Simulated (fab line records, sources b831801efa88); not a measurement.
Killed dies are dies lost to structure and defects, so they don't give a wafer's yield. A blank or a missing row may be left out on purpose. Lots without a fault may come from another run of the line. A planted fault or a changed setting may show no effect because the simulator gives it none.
Which tool did it? | flow gf180mcu | 6 lots, 18 wafers sampled, at 2 steps of a route of 602

WHAT THE GAUGES READ, wafer by wafer
GF_VT_IMPLANT_RS_MEAS_48: measures by four-point-probe.
lot  | measured     | on            | LVPWELL_RS (ohm/sq)
L597 | day 7 16:38  | film_metro-03 | 1194 1195 1198
L600 | day 8 11:47  | film_metro-04 | 1198 1196 1197
L602 | day 9 07:19  | film_metro-01 | 1199 1199 1199
L606 | day 11 00:31 | film_metro-04 | 1098 1096 1094
L608 | day 11 08:20 | film_metro-03 | 1197 1200 1197
L613 | day 12 12:44 | film_metro-01 | 1197 1196 1195

WHICH TOOL RAN EACH LOT (tool, then ch and the chambers of the sampled wafers, then the start)
lot  | GF_LVPWELL_IMPLANT_08
L597 | implanter-01 ch 0, day 4 00:46
L600 | implanter-03 ch 0, day 4 17:14
L602 | implanter-03 ch 0, day 5 07:31
L606 | implanter-03 ch 0, day 6 16:41
L608 | implanter-01 ch 0, day 7 00:22
L613 | implanter-01 ch 0, day 8 00:01
- GF_LVPWELL_IMPLANT_08

THE ANSWER, worked out from the rows above alone
Rule: what is usual is taken from the lots themselves. Put in order of their means at a reading, lots are off if they are a third of the lots or fewer, leave a main group of 4 or more, and stand apart from it by a gap of 3 or more times the standard deviation of the main group's means; of several such gaps the widest counts. A main group whose means are all the same, to the digits that the tables above print for the reading, isn't used. A lot without any number at a reading at which 4 lots or more have one is off too. The other lots that the step has rows for count as sound.
Off: L606, at GF_VT_IMPLANT_RS_MEAS_48 (LVPWELL_RS). The main group: mean 1197 ohm/sq, standard deviation 1.2.
A tool fits if, at a process step before that reading, it ran every lot that is off, and no sound lot after the first of them. The gauges at GF_VT_IMPLANT_RS_MEAS_48 are tried like those tools. Can't be told from this: 2 tools fit, implanter-03 at GF_LVPWELL_IMPLANT_08, film_metro-04 at GF_VT_IMPLANT_RS_MEAS_48.

WHAT THE SIMULATOR HAD PUT IN
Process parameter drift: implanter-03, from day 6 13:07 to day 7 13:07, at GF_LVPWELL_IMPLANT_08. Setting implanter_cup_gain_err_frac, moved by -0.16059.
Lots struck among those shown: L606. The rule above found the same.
